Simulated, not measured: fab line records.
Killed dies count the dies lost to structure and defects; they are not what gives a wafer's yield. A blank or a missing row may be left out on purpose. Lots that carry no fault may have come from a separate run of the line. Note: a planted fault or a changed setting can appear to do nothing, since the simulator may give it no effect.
Shared-tool check	flow gf180mcu	12 lots, 42 wafers sampled

THE REASON FOR OPENING IT
At GF_M2_CD_MEAS_14 the reading cd_nm is flagged on 2 of 12 lots. Wafers without a fault read 279.9 nm, standard deviation 1.1.
Rule: a lot gets a flag if all its wafers with a number sit over 4 standard deviations from that mean, or if no wafer of it has a number. As for the other lots, they are considered sound.

lot	measured	on	cd_nm (nm), wafer by wafer	flag
L925	day 18 21:46	cd_sem-01	281.1 281.7 281.2	
L926	day 19 10:41	cd_sem-01	280.7 280.3 280.5	
L927	day 19 12:22	cd_sem-02	282.0 281.7 281.5	
L929	day 20 14:05	cd_sem-02	280.0 280.0 279.9	
L932	day 21 18:04	cd_sem-02	279.7 279.7 279.1	
L930	day 21 19:44	cd_sem-01	280.5 280.0 280.6	
L935	day 22 21:23	cd_sem-02	274.1 275.0 274.4 274.1 275.3 274.4	FLAGGED
L936	day 23 09:08	cd_sem-01	274.3 274.2 274.5 274.4 274.2 274.4	FLAGGED
L943	day 25 18:45	cd_sem-01	278.5 279.2 279.1	
L944	day 26 10:20	cd_sem-01	279.6 279.6 280.7	
L945	day 26 10:41	cd_sem-02	279.1 278.6 278.6	
L947	day 26 22:10	cd_sem-02	278.5 278.3 279.9	
The mean of the flagged lots' numbers is 274.4 nm, -5.5 nm from the usual (-5 standard deviations).

TOOL THAT RAN EACH LOT
The record holds 1 process step before the reading, out of a route of 602 steps. Read each cell as the tool, then ch plus the chambers that the sampled wafers visited, then the start.
lot	flag	GF_M2_SOFTBAKE_10
L925		litho_track-04 ch 0, day 18 09:34
L926		litho_track-03 ch 0, day 18 22:47
L927		litho_track-02 ch 0, day 19 00:25
L929		litho_track-02 ch 0, day 20 02:30
L932		litho_track-03 ch 0, day 21 06:28
L930		litho_track-04 ch 0, day 21 07:58
L935	FLAGGED	litho_track-02 ch 0, day 22 09:34
L936	FLAGGED	litho_track-02 ch 0, day 22 21:33
L943		litho_track-03 ch 0, day 25 10:34
L944		litho_track-04 ch 0, day 25 22:43
L945		litho_track-02 ch 0, day 25 22:58
L947		litho_track-03 ch 0, day 26 12:16
What is done by these steps:
- GF_M2_SOFTBAKE_10: time 60 s.
- GF_M2_CD_MEAS_14: target cd 280 nm.

FLAGGED AGAINST TOTAL, ONE TOOL AT A TIME (gauges that did the reading follow at the end)
step	tool	lots run	flagged	share of the flagged lots	sound lots run after its first flagged lot
GF_M2_SOFTBAKE_10	litho_track-02	5	2	all	1 (L945)
GF_M2_SOFTBAKE_10	litho_track-03	4	0	none	-
GF_M2_SOFTBAKE_10	litho_track-04	3	0	none	-
GF_M2_CD_MEAS_14	cd_sem-01	6	1	some	2 (L943,L944)
GF_M2_CD_MEAS_14	cd_sem-02	6	1	some	2 (L945,L947)

WHAT THE TABLE ALLOWS
All flagged lots share 1 row of the table, namely litho_track-02 at GF_M2_SOFTBAKE_10.
- litho_track-02 at GF_M2_SOFTBAKE_10: 2 of its 5 lots flagged. Sound lots followed the first flagged one (L945) on it, something a lasting fault affecting the whole tool could not allow. Its own readings (heater_power_total_W, plate_temp_C) fall more than 4 standard deviations out on all wafers of the flagged lots.
None of the table's rows ran every flagged lot and, after the first, no sound lot.

WHAT THE SIMULATOR PUT IN
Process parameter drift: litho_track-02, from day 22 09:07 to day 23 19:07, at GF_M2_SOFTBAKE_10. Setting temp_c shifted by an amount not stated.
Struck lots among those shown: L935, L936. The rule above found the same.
